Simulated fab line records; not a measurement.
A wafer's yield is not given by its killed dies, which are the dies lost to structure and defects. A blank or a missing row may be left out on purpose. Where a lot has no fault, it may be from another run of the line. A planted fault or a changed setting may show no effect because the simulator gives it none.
fab line records -- flow sky130
record: lots: 13, wafers: 39, last_day: 50
route steps=708 shown CONTACT@422 VIA3@594 METAL4@631 PASSIVATION@683 PAD_OPEN@708
lots that met no fault: from a run of the same line without faults
start_h: start of the lot's first displayed wafer, in hours after the record's first day -- wait_h: time in hours since the lot's previous step -- " as in the row above -- L1.1+2: a single row standing in for several wafers -- - no value, or no start was given -- * or withheld: withheld -- < > ~ a bound
route shown NAME@n: a module of which the file shows steps, and the number in the route of the first -- usual: mean/standard deviation of fault-free wafers -- same: alike in all rows -- chamber/n: place in a boat -- sites: each site's reading -- _std_site: their standard deviation -- _edge_site: mean of outer sites minus mean of inner sites -- radius_mm: for every site, how far away it sits from the centre of the wafer -- mask NAME#n: copy n -- behind: tool/chamber where the wafer was last shaped -- hold: why the lot went on hold/how many hours it stayed there/how the hold came to an end -- device: names the non-switching transistor (n, p or np) -- end of line: the route-end tests of the same wafers -- a step with no rows: only its recipe -- killed: dies that structure and defects cost at the first sort, which is not the same as the wafer's yield -- map: shows each die of a wafer: x if killed, . if not, _ if none is there
set.NAME: setting as actually run; set.NAME@STEP: the setting as run at that earlier step -- model.NAME: the simulator's own value behind a step, which no gauge read
steps of the route over a sample of lots; a table a step, a row a wafer
services: the hour from which a tool's chamber was out of use, counted from the record's first day as start_h (under 0 if before that day), plus the number of hours and why
== steps ==
step: SKY_CONTACT_ETCH_16
recipe: chemistry: N2/H2, target: BARC, ion_energy_ev: 200, source_w: 500, bias_w: 100, pressure_mtorr: 30, n2_flow_sccm: 100, h2_flow_sccm: 200, stop_on: SiO2, time_s: 45.9, target_depth_a: 600
usual: drypump_motor_current_A: 5.8/0.37, h2_flow_sccm: 200.0/0.55, oes_product_au: 0.856/0.0051, throttle_valve_pct: 13.225/0.009
lot.wafer,tool,chamber,start_h,wait_h,drypump_motor_current_A,h2_flow_sccm,oes_product_au,rf_hours_counter_h,throttle_valve_pct
L867.1,rie_diel-04,2,747.76,0.0,5.8,199.9,0.851,14,13.227
L867.3,rie_diel-04,1,747.76,0.0,6.2,200.0,0.863,10,13.197
L867.6,rie_diel-04,1,747.76,0.0,6.2,199.9,0.854,-,13.231
L868.1,rie_diel-04,1,768.85,0.0,6.2,200.4,0.851,10,13.220
L868.3,rie_diel-04,2,768.85,0.0,5.8,200.8,0.856,15,13.221
L868.5,rie_diel-04,0,768.85,0.0,6.0,200.5,0.851,-,13.234
L869.1,rie_diel-02,3,785.49,0.0,5.1,199.8,0.852,13,13.213
L869.5,rie_diel-02,3,785.49,0.0,5.0,199.9,0.857,-,13.211
L869.6,rie_diel-02,1,785.49,0.0,5.4,199.8,0.854,-,13.243
L871.1,rie_diel-02,1,791.65,0.0,5.4,200.5,0.853,3,13.228
L871.3,rie_diel-02,3,791.65,0.0,5.1,199.6,0.849,13,13.223
L871.6,rie_diel-02,1,791.65,0.0,5.4,200.2,0.851,-,13.220
L872.2,rie_diel-01,3,802.04,0.0,5.5,200.4,0.860,9,13.235
L872.4,rie_diel-01,0,802.04,0.0,5.6,200.1,0.860,22,13.226
L872.6,rie_diel-01,0,802.04,0.0,5.6,200.0,0.850,-,13.229
L873.1,rie_diel-02,0,813.26,0.0,6.6,201.3,0.854,20,13.227
L873.2,rie_diel-02,3,813.26,0.0,5.1,200.5,0.846,14,13.229
L873.3,rie_diel-02,1,813.26,0.0,5.4,199.9,0.851,3,13.233
L874.1,rie_diel-01,0,819.36,0.0,5.6,199.9,0.858,23,13.231
L874.3,rie_diel-01,2,819.36,0.0,6.1,199.8,0.854,15,13.224
L874.6,rie_diel-01,1,819.36,0.0,5.6,199.6,0.861,-,13.238
L876.4,rie_diel-01,3,841.91,0.0,5.5,199.1,0.852,10,13.240
L876.5,rie_diel-01,1,841.91,0.0,5.6,199.4,0.849,-,13.224
L876.6,rie_diel-01,0,841.91,0.0,5.6,199.5,0.859,-,13.232
L878.1,rie_diel-02,0,842.41,0.0,6.5,201.6,0.856,21,13.237
L878.4,rie_diel-02,1,842.41,0.0,5.4,201.3,0.858,4,13.218
L878.6,rie_diel-02,1,842.41,0.0,5.4,200.6,0.854,-,13.229
L881.1,rie_diel-01,0,859.16,0.0,5.6,200.3,0.849,24,13.244
L881.2,rie_diel-01,3,859.16,0.0,5.5,198.7,0.852,10,13.230
L881.4,rie_diel-01,1,859.16,0.0,5.6,199.8,0.862,14,13.235
L882.2,rie_diel-01,3,869.41,0.0,5.5,201.0,0.854,11,13.209
L882.3,rie_diel-01,1,869.41,0.0,5.6,199.9,0.855,15,13.222
L882.5,rie_diel-01,1,869.41,0.0,5.6,199.3,0.852,-,13.219
L884.1,rie_diel-01,2,877.74,0.0,6.1,199.8,0.855,18,13.221
L884.4,rie_diel-01,1,877.74,0.0,5.6,199.2,0.857,15,13.214
L884.5,rie_diel-01,0,877.74,0.0,5.6,200.4,0.837,-,13.244
L887.3,rie_diel-01,1,906.51,0.0,5.6,200.3,0.844,16,13.219
L887.4,rie_diel-01,0,906.51,0.0,5.6,200.4,0.853,26,13.218
L887.6,rie_diel-01,1,906.51,0.0,5.6,199.8,0.862,-,13.236
step: SKY_VIA3_CVD_21
recipe: material: W, target_thk_nm: 390, time_s: 117.31, temp_c: 400, pressure_torr: 40
usual: heater_power_w: 887/83
lot.wafer,tool,chamber,start_h,wait_h,heater_power_w
L867.1,cvd_w-02,0,939.89,0.0,800
L867.3,cvd_w-02,0,939.89,0.0,786
L867.6,cvd_w-02,1,939.89,0.0,882
L868.1,cvd_w-01,1,959.31,0.0,868
L868.3,cvd_w-01,0,959.31,0.0,1003
L868.5,cvd_w-01,1,959.31,0.0,842
L869.1,cvd_w-02,0,974.79,0.0,796
L869.5,cvd_w-02,1,974.79,0.0,885
L869.6,cvd_w-02,0,974.79,0.0,799
L871.1,cvd_w-02,0,979.81,0.0,805
L871.3,cvd_w-02,1,979.81,0.0,905
L871.6,cvd_w-02,1,979.81,0.0,909
L872.2,cvd_w-02,0,987.71,0.0,795
L872.4,cvd_w-02,1,987.71,0.0,899
L872.6,cvd_w-02,0,987.71,0.0,786
L873.1,cvd_w-01,0,999.20,0.0,1030
L873.2,cvd_w-01,1,999.20,0.0,846
L873.3,cvd_w-01,1,999.20,0.0,862
L874.1,cvd_w-01,0,1006.06,0.0,1022
L874.3,cvd_w-01,0,1006.06,0.0,1043
L874.6,cvd_w-01,0,1006.06,0.0,1013
L876.4,cvd_w-02,1,1024.14,0.1,892
L876.5,cvd_w-02,0,1024.14,0.1,796
L876.6,cvd_w-02,1,1024.14,0.1,878
L878.1,cvd_w-02,0,1026.79,0.0,797
L878.4,cvd_w-02,1,1026.79,0.0,892
L878.6,cvd_w-02,1,1026.79,0.0,884
L881.1,cvd_w-02,0,1039.05,0.0,822
L881.2,cvd_w-02,1,1039.05,0.0,914
L881.4,cvd_w-02,0,1039.05,0.0,791
L882.2,cvd_w-02,0,1048.37,0.0,795
L882.3,cvd_w-02,0,1048.37,0.0,800
L882.5,cvd_w-02,0,1048.37,0.0,786
L884.1,cvd_w-02,0,1054.80,0.0,800
L884.4,cvd_w-02,1,1054.80,0.0,917
L884.5,cvd_w-02,0,1054.80,0.0,783
L887.3,cvd_w-02,1,1079.59,0.1,896
L887.4,cvd_w-02,0,1079.59,0.1,792
L887.6,cvd_w-02,0,1079.59,0.1,813
step: SKY_METAL4_DESCUM_15
recipe: chemistry: O2, source_power_w: 150, bias_power_w: 0, pressure_mtorr: 10, temp_c: 40, time_s: 8
usual: drypump_motor_current_A: 5.6/0.41, oes_product_au: 0.995/0.0094
lot.wafer,tool,chamber,start_h,wait_h,drypump_motor_current_A,oes_product_au,rf_hours_counter_h
L867.1,rie_metal-02,1,987.85,0.0,5.9,0.978,11
L867.3,rie_metal-02,1,987.85,0.0,5.9,0.982,-
L867.6,rie_metal-02,1,987.85,0.0,5.9,0.972,-
L868.1,rie_metal-02,0,1007.05,0.0,5.8,1.002,19
L868.3,rie_metal-02,1,1007.05,0.0,5.9,0.997,-
L868.5,rie_metal-02,1,1007.05,0.0,5.9,0.998,-
L869.1,rie_metal-02,0,1023.00,0.0,5.7,0.986,20
L869.5,rie_metal-02,0,1023.00,0.0,5.8,0.987,-
L869.6,rie_metal-02,1,1023.00,0.0,5.9,0.992,-
L871.1,rie_metal-01,1,1028.41,0.0,4.7,0.987,19
L871.3,rie_metal-01,1,1028.41,0.0,4.7,1.004,-
L871.6,rie_metal-01,1,1028.41,0.0,4.7,1.001,-
L872.2,rie_metal-02,0,1034.80,0.0,5.8,1.001,22
L872.4,rie_metal-02,0,1034.80,0.0,5.8,0.999,-
L872.6,rie_metal-02,0,1034.80,0.0,5.8,0.989,-
L873.1,rie_metal-04,1,1045.20,0.0,5.8,0.994,17
L873.2,rie_metal-04,1,1045.20,0.0,5.8,1.001,-
L873.3,rie_metal-04,1,1045.20,0.0,5.8,1.001,-
L874.1,rie_metal-04,1,1053.00,0.0,5.8,1.003,18
L874.3,rie_metal-04,1,1053.00,0.0,5.8,1.001,-
L874.6,rie_metal-04,1,1053.00,0.0,5.8,1.017,-
L876.4,rie_metal-02,0,1069.17,0.0,5.8,0.991,-
L876.5,rie_metal-02,0,1069.17,0.0,5.8,0.993,-
L876.6,rie_metal-02,1,1069.17,0.0,5.9,0.993,-
L878.1,rie_metal-04,1,1072.16,0.0,5.8,0.999,20
L878.4,rie_metal-04,0,1072.16,0.0,5.2,1.003,-
L878.6,rie_metal-04,1,1072.16,0.0,5.8,0.999,-
L881.1,rie_metal-04,1,1081.86,0.0,5.8,0.996,21
L881.2,rie_metal-04,0,1081.86,0.0,5.2,1.004,1
L881.4,rie_metal-04,0,1081.86,0.0,5.2,1.002,-
L882.2,rie_metal-02,1,1092.89,0.0,5.9,0.989,18
L882.3,rie_metal-02,0,1092.89,0.0,5.8,0.988,-
L882.5,rie_metal-02,1,1092.89,0.0,6.0,0.983,-
L884.1,rie_metal-02,1,1098.50,0.0,5.9,0.974,18
L884.4,rie_metal-02,1,1098.50,0.0,5.9,0.989,-
L884.5,rie_metal-02,1,1098.50,0.0,5.9,0.988,-
L887.3,rie_metal-02,1,1121.31,0.0,5.9,0.979,-
L887.4,rie_metal-02,0,1121.31,0.0,5.7,0.989,-
L887.6,rie_metal-02,1,1121.31,0.0,5.9,0.982,-
step: SKY_PASSIVATION_CVD_02
recipe: material: Si3N4, target_thk_nm: 540, temp_c: 400, time_s: withheld, rf_w: 442.9
usual: heater_power_w: 696/84
lot.wafer,tool,chamber,start_h,wait_h,heater_power_w
L867.1,pecvd-02,2,1037.00,0.1,539
L867.3,pecvd-02,2,1037.00,0.1,574
L867.6,pecvd-02,2,1037.00,0.1,602
L868.1,pecvd-03,0,1055.28,0.1,771
L868.3,pecvd-03,2,1055.28,0.1,662
L868.5,pecvd-03,2,1055.28,0.1,704
L869.1,pecvd-01,0,1070.68,0.1,671
L869.5,pecvd-01,0,1070.68,0.1,696
L869.6,pecvd-01,1,1070.68,0.1,826
L871.1,pecvd-03,1,1076.46,0.1,702
L871.3,pecvd-03,2,1076.46,0.1,705
L871.6,pecvd-03,2,1076.46,0.1,740
L872.2,pecvd-01,0,1081.48,0.0,680
L872.4,pecvd-01,1,1081.48,0.0,701
L872.6,pecvd-01,2,1081.48,0.0,541
L873.1,pecvd-01,0,1091.70,0.1,690
L873.2,pecvd-01,2,1091.70,0.1,601
L873.3,pecvd-01,1,1091.70,0.1,776
L874.1,pecvd-02,2,1100.21,0.1,591
L874.3,pecvd-02,1,1100.21,0.1,728
L874.6,pecvd-02,1,1100.21,0.1,757
L876.4,pecvd-03,2,1115.00,0.1,749
L876.5,pecvd-03,0,1115.00,0.1,781
L876.6,pecvd-03,1,1115.00,0.1,750
L878.1,pecvd-02,1,1117.67,0.1,655
L878.4,pecvd-02,2,1117.67,0.1,607
L878.6,pecvd-02,1,1117.67,0.1,698
L881.1,pecvd-03,0,1125.44,0.1,768
L881.2,pecvd-03,1,1125.44,0.1,747
L881.4,pecvd-03,2,1125.44,0.1,749
L882.2,pecvd-02,0,1136.20,0.0,778
L882.3,pecvd-02,1,1136.20,0.0,769
L882.5,pecvd-02,2,1136.20,0.0,588
L884.1,pecvd-02,0,1142.59,0.1,763
L884.4,pecvd-02,1,1142.59,0.1,761
L884.5,pecvd-02,1,1142.59,0.1,776
L887.3,pecvd-02,0,1162.21,0.0,644
L887.4,pecvd-02,2,1162.21,0.0,635
L887.6,pecvd-02,1,1162.21,0.0,730
step: SKY_PAD_OPEN_PROBE_99
usual: killed_at_M0_to_M3: 44/7.5, killed_at_M4_up: 3.3/1.8, killed_at_contacts: 25/5.9, killed_at_front_end: 16/4.7, killed_at_other: 0.3/0.52, killed_dies: 89/9.9, killed_open: 49/7.8, killed_short: 40/5.8
same: gross_dies: 492, killed_at_back_side: 0
lot.wafer,tool,chamber,start_h,wait_h,hold,killed_at_M0_to_M3,killed_at_M4_up,killed_at_contacts,killed_at_front_end,killed_at_other,killed_dies,killed_open,killed_short
L868.1,prober-02,-,1100.01,0.1,-,45,3,26,15,0,89,54,35
L868.3,prober-02,-,1100.11,0.2,-,45,2,30,10,0,87,51,35
L868.5,prober-02,-,1100.21,0.2,-,35,1,26,16,1,79,38,41
L872.2,prober-02,-,1123.91,0.1,-,55,4,29,13,0,101,61,40
L872.4,prober-02,-,1124.01,0.2,-,37,4,32,17,1,91,49,41
L872.6,prober-02,-,1124.11,0.2,-,40,0,32,15,1,88,53,34
L874.1,prober-01,-,1142.51,0.1,-,41,2,37,18,0,98,53,45
L874.3,prober-01,-,1142.61,0.2,-,47,1,44,24,0,116,70,46
L874.6,prober-01,-,1142.76,0.2,-,44,5,26,17,0,92,48,44
L876.4,prober-02,-,1155.81,0.2,-,40,3,20,9,0,72,32,40
L876.5,prober-02,-,1155.86,0.2,-,48,4,23,17,0,92,53,39
L876.6,prober-02,-,1155.91,0.2,-,35,6,28,19,1,89,53,36
L878.1,prober-02,-,1157.95,0.1,-,54,3,27,9,0,93,48,45
L878.4,prober-02,-,1158.10,0.2,-,45,4,29,16,0,94,55,38
L878.6,prober-02,-,1158.20,0.2,-,29,5,33,14,0,81,40,40
L881.1,prober-01,-,1165.11,0.1,-,54,1,25,14,0,94,53,41
L881.2,prober-01,-,1165.16,0.1,-,45,4,33,19,0,101,57,44
L881.4,prober-01,-,1165.26,0.2,-,37,4,27,20,1,89,46,43
L882.2,prober-02,-,1174.26,0.1,-,40,3,29,22,0,94,52,42
L882.3,prober-02,-,1174.31,0.2,-,38,2,24,25,0,89,52,37
L882.5,prober-02,-,1174.41,0.2,-,31,7,28,15,1,82,46,36
L884.1,prober-02,-,1181.44,0.1,await_dispo/3.4h/release,42,2,56,19,0,119,44,37
L884.4,prober-02,-,1181.59,0.2,await_dispo/3.4h/release,48,4,80,19,0,151,49,41
L884.5,prober-02,-,1181.64,0.2,await_dispo/3.4h/release,46,5,88,9,0,148,59,38
L887.3,prober-01,-,1197.74,0.2,await_dispo/2.9h/release,43,1,79,17,0,140,44,44
L887.4,prober-01,-,1197.79,0.2,await_dispo/2.9h/release,42,3,64,9,0,118,37,28
L887.6,prober-01,-,1197.89,0.2,await_dispo/2.9h/release,50,3,77,13,0,143,48,41
killed by level:class
L868.1 CONTACT:geometric_particle:open=13 VIA1:geometric_particle:open=12 FIELD_ISO:geometric_particle:open=7 VIA2:geometric_particle:open=7 VIA3:geometric_particle:open=7 FIELD_ISO:geometric_particle:short=5 METAL2:geometric_particle:short=5 LI_CONTACT:geometric_particle:open=4
L868.3 VIA1:geometric_particle:open=17 LI_CONTACT:geometric_particle:open=12 CONTACT:geometric_particle:open=9 METAL2:geometric_particle:short=7 CONTACT:geometric_particle:short=6 VIA2:geometric_particle:open=5 FIELD_ISO:geometric_particle:short=4 METAL3:geometric_particle:short=4
L868.5 FIELD_ISO:geometric_particle:short=8 CONTACT:geometric_particle:open=8 VIA1:geometric_particle:open=6 LI_CONTACT:geometric_particle:short=6 VIA3:geometric_particle:open=5 VIA2:geometric_particle:open=5 LI_CONTACT:geometric_particle:open=4 VIA2:geometric_particle:short=4
L872.2 VIA1:geometric_particle:open=15 LI_CONTACT:geometric_particle:open=10 VIA2:geometric_particle:open=9 CONTACT:geometric_particle:open=8 CONTACT:geometric_particle:short=6 METAL2:geometric_particle:short=6 VIA3:geometric_particle:open=6 VIA1:geometric_particle:short=5
L872.4 CONTACT:geometric_particle:open=14 VIA1:geometric_particle:open=10 LOCAL_INTERCONNECT:geometric_particle:short=7 METAL1:geometric_particle:short=6 METAL4:geometric_particle:short=4 VIA3:geometric_particle:open=4 POLY_GATE:geometric_particle:open=4 LI_CONTACT:geometric_particle:open=4
L872.6 VIA1:geometric_particle:open=11 CONTACT:geometric_particle:open=10 LI_CONTACT:geometric_particle:open=10 LOCAL_INTERCONNECT:geometric_particle:short=8 POLY_GATE:geometric_particle:open=7 VIA3:geometric_particle:open=6 VIA2:geometric_particle:open=5 METAL1:geometric_particle:short=4
L874.1 CONTACT:geometric_particle:open=16 VIA1:geometric_particle:open=10 CONTACT:geometric_particle:short=9 VIA2:geometric_particle:open=7 VIA3:geometric_particle:short=6 FIELD_ISO:geometric_particle:open=5 METAL1:geometric_particle:short=5 METAL2:geometric_particle:short=5
L874.3 LI_CONTACT:geometric_particle:open=15 CONTACT:geometric_particle:open=14 CONTACT:geometric_particle:short=11 METAL1:geometric_particle:short=10 VIA1:geometric_particle:open=10 FIELD_ISO:geometric_particle:open=8 VIA3:geometric_particle:open=7 VIA2:geometric_particle:open=5
L874.6 VIA1:geometric_particle:open=9 CONTACT:geometric_particle:open=9 FIELD_ISO:geometric_particle:short=8 LI_CONTACT:geometric_particle:open=8 VIA2:geometric_particle:open=8 METAL1:geometric_particle:short=7 CONTACT:geometric_particle:short=6 METAL2:geometric_particle:short=6
L876.4 VIA1:geometric_particle:open=9 CONTACT:geometric_particle:open=7 VIA2:geometric_particle:open=6 METAL1:geometric_particle:short=5 VIA1:geometric_particle:short=4 POLY_GATE:geometric_particle:short=4 LI_CONTACT:geometric_particle:short=4 LOCAL_INTERCONNECT:geometric_particle:short=4
L876.5 VIA3:geometric_particle:open=13 LI_CONTACT:geometric_particle:open=10 METAL1:geometric_particle:short=6 CONTACT:geometric_particle:open=6 VIA1:geometric_particle:open=6 VIA1:geometric_particle:short=6 FIELD_ISO:geometric_particle:short=5 POLY_GATE:geometric_particle:open=5
L876.6 CONTACT:geometric_particle:open=11 VIA1:geometric_particle:open=11 LI_CONTACT:geometric_particle:open=8 FIELD_ISO:geometric_particle:open=5 CONTACT:geometric_particle:short=5 FIELD_ISO:geometric_particle:short=4 POLY_GATE:geometric_particle:short=4 METAL1:geometric_particle:short=4
L878.1 CONTACT:geometric_particle:open=11 VIA2:geometric_particle:short=9 VIA3:geometric_particle:open=9 VIA1:geometric_particle:short=7 VIA2:geometric_particle:open=7 FIELD_ISO:geometric_particle:short=6 LI_CONTACT:geometric_particle:open=6 METAL1:geometric_particle:short=6
L878.4 VIA1:geometric_particle:open=14 CONTACT:geometric_particle:open=10 CONTACT:geometric_particle:short=7 VIA2:geometric_particle:open=7 LI_CONTACT:geometric_particle:open=6 VIA3:geometric_particle:open=6 FIELD_ISO:geometric_particle:short=4 VIA1:geometric_particle:short=4
L878.6 CONTACT:geometric_particle:open=10 LI_CONTACT:geometric_particle:open=8 POLY_GATE:geometric_particle:short=7 LOCAL_INTERCONNECT:geometric_particle:short=6 CONTACT:geometric_particle:short=6 VIA2:geometric_particle:open=5 POLY_GATE:geometric_particle:open=5 METAL1:geometric_particle:short=5
L881.1 VIA1:geometric_particle:open=11 CONTACT:geometric_particle:open=9 VIA2:geometric_particle:open=8 VIA3:geometric_particle:open=7 POLY_GATE:geometric_particle:short=6 METAL3:geometric_particle:short=6 LI_CONTACT:geometric_particle:open=5 VIA1:geometric_particle:short=5
L881.2 VIA1:geometric_particle:open=17 LI_CONTACT:geometric_particle:open=12 VIA3:geometric_particle:open=8 LOCAL_INTERCONNECT:geometric_particle:short=6 CONTACT:geometric_particle:open=6 FIELD_ISO:geometric_particle:short=4 FIELD_ISO:geometric_particle:open=4 POLY_GATE:geometric_particle:open=4
L881.4 CONTACT:geometric_particle:open=10 VIA1:geometric_particle:open=10 FIELD_ISO:geometric_particle:short=8 VIA1:geometric_particle:short=6 CONTACT:geometric_particle:short=5 LI_CONTACT:geometric_particle:short=4 LOCAL_INTERCONNECT:geometric_particle:short=4 VIA2:geometric_particle:open=4
L882.2 CONTACT:geometric_particle:open=13 FIELD_ISO:geometric_particle:open=7 LI_CONTACT:geometric_particle:open=7 METAL1:geometric_particle:short=7 VIA1:geometric_particle:open=7 METAL2:geometric_particle:short=6 FIELD_ISO:geometric_particle:short=5 VIA3:geometric_particle:open=5
L882.3 CONTACT:geometric_particle:open=9 VIA1:geometric_particle:open=8 FIELD_ISO:geometric_particle:open=7 LI_CONTACT:geometric_particle:open=7 METAL1:geometric_particle:short=7 VIA3:geometric_particle:open=6 FIELD_ISO:geometric_particle:short=5 POLY_GATE:geometric_particle:short=5
L882.5 CONTACT:geometric_particle:open=15 VIA1:geometric_particle:open=8 VIA3:geometric_particle:open=7 FIELD_ISO:geometric_particle:open=5 LOCAL_INTERCONNECT:geometric_particle:short=5 CONTACT:geometric_particle:short=5 POLY_GATE:geometric_particle:short=4 METAL2:geometric_particle:short=4
L884.1 CONTACT:unspecified=38 VIA1:geometric_particle:open=11 METAL2:geometric_particle:short=11 FIELD_ISO:geometric_particle:open=8 CONTACT:geometric_particle:open=6 CONTACT:geometric_particle:short=4 FIELD_ISO:geometric_particle:short=3 VIA3:geometric_particle:open=3
L884.4 CONTACT:unspecified=61 VIA1:geometric_particle:open=13 VIA1:geometric_particle:short=8 CONTACT:geometric_particle:open=7 METAL1:geometric_particle:short=7 VIA2:geometric_particle:open=7 FIELD_ISO:geometric_particle:open=5 LI_CONTACT:geometric_particle:open=5
L884.5 CONTACT:unspecified=51 VIA1:geometric_particle:open=16 LI_CONTACT:geometric_particle:open=11 CONTACT:geometric_particle:open=10 LOCAL_INTERCONNECT:geometric_particle:short=9 VIA2:geometric_particle:open=6 METAL1:geometric_particle:short=5 FIELD_ISO:geometric_particle:short=3
L887.3 CONTACT:unspecified=52 VIA1:geometric_particle:open=11 FIELD_ISO:geometric_particle:short=7 LI_CONTACT:geometric_particle:open=7 METAL1:geometric_particle:short=6 CONTACT:geometric_particle:short=6 CONTACT:geometric_particle:open=6 LOCAL_INTERCONNECT:geometric_particle:short=5
L887.4 CONTACT:unspecified=53 VIA1:geometric_particle:open=9 CONTACT:geometric_particle:open=8 VIA2:geometric_particle:open=7 METAL3:geometric_particle:short=5 VIA1:geometric_particle:short=5 METAL2:geometric_particle:short=5 METAL1:geometric_particle:short=4
L887.6 CONTACT:unspecified=54 VIA2:geometric_particle:open=13 CONTACT:geometric_particle:open=9 VIA3:geometric_particle:open=7 VIA1:geometric_particle:open=6 CONTACT:geometric_particle:short=6 METAL1:geometric_particle:short=5 METAL3:geometric_particle:short=5
== services ==
tool,chamber,start_h,hours,kind
pecvd-02,-,724.06,1.7,repair
pecvd-02,-,737.87,0.8,repair
rie_metal-02,1,755.75,7.5,repair
pecvd-02,0,757.74,5.3,repair
rie_diel-01,3,761.70,2.1,repair
rie_metal-02,-,771.90,2.8,pm
rie_diel-01,3,814.41,9.2,repair
pecvd-02,2,833.20,20.3,repair
cvd_w-02,0,860.83,4.9,repair
cvd_w-02,-,904.00,14.0,pm
pecvd-02,0,951.62,5.6,repair
rie_diel-01,3,971.80,6.0,repair
rie_metal-02,1,1000.36,3.1,repair
cvd_w-02,-,1002.68,6.9,pm
pecvd-02,-,1010.03,6.0,pm
pecvd-02,-,1016.03,2.8,pm
rie_diel-01,-,1018.46,2.8,pm
pecvd-02,1,1022.56,2.6,repair
rie_diel-01,-,1038.10,1.3,repair
cvd_w-02,0,1091.48,12.3,repair
rie_diel-01,3,1106.15,9.7,repair
rie_diel-01,-,1129.19,0.3,repair
cvd_w-02,0,1146.61,4.3,repair
rie_diel-01,-,1148.42,4.3,pm
== key ==
first_sign: step: SKY_PAD_OPEN_PROBE_99, reading: killed_at_contacts, direction: up, sigmas: 8.3, usual: 25, struck: 74
effect: step: SKY_PAD_OPEN_PROBE_99, reading: killed_dies, direction: up, sigmas: 4.8, usual: 89, struck: 136
met_at SKY_CONTACT_ETCH_16
struck_lots L884,L887
tester_left_out L884,L887
not_acting_at SKY_VIA3_CVD_21,SKY_METAL4_DESCUM_15,SKY_PASSIVATION_CVD_02
onset_between 869.41 877.74
also_fits time
fault: kind: chamber_particle_source, tool: rie_diel-01, chamber: -, onset_h: 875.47, steps: SKY_CONTACT_ETCH_16, rate_per_visit_cm2: 0.90902, end_h: 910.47
tester_left_out: of these lots the tester's yield and bins aren't shown, on N5 and GAA mostly nor the transistor test; their killed dies are dies lost to structure and defects alone, not to doping, threshold or leakage, so they don't give the yield
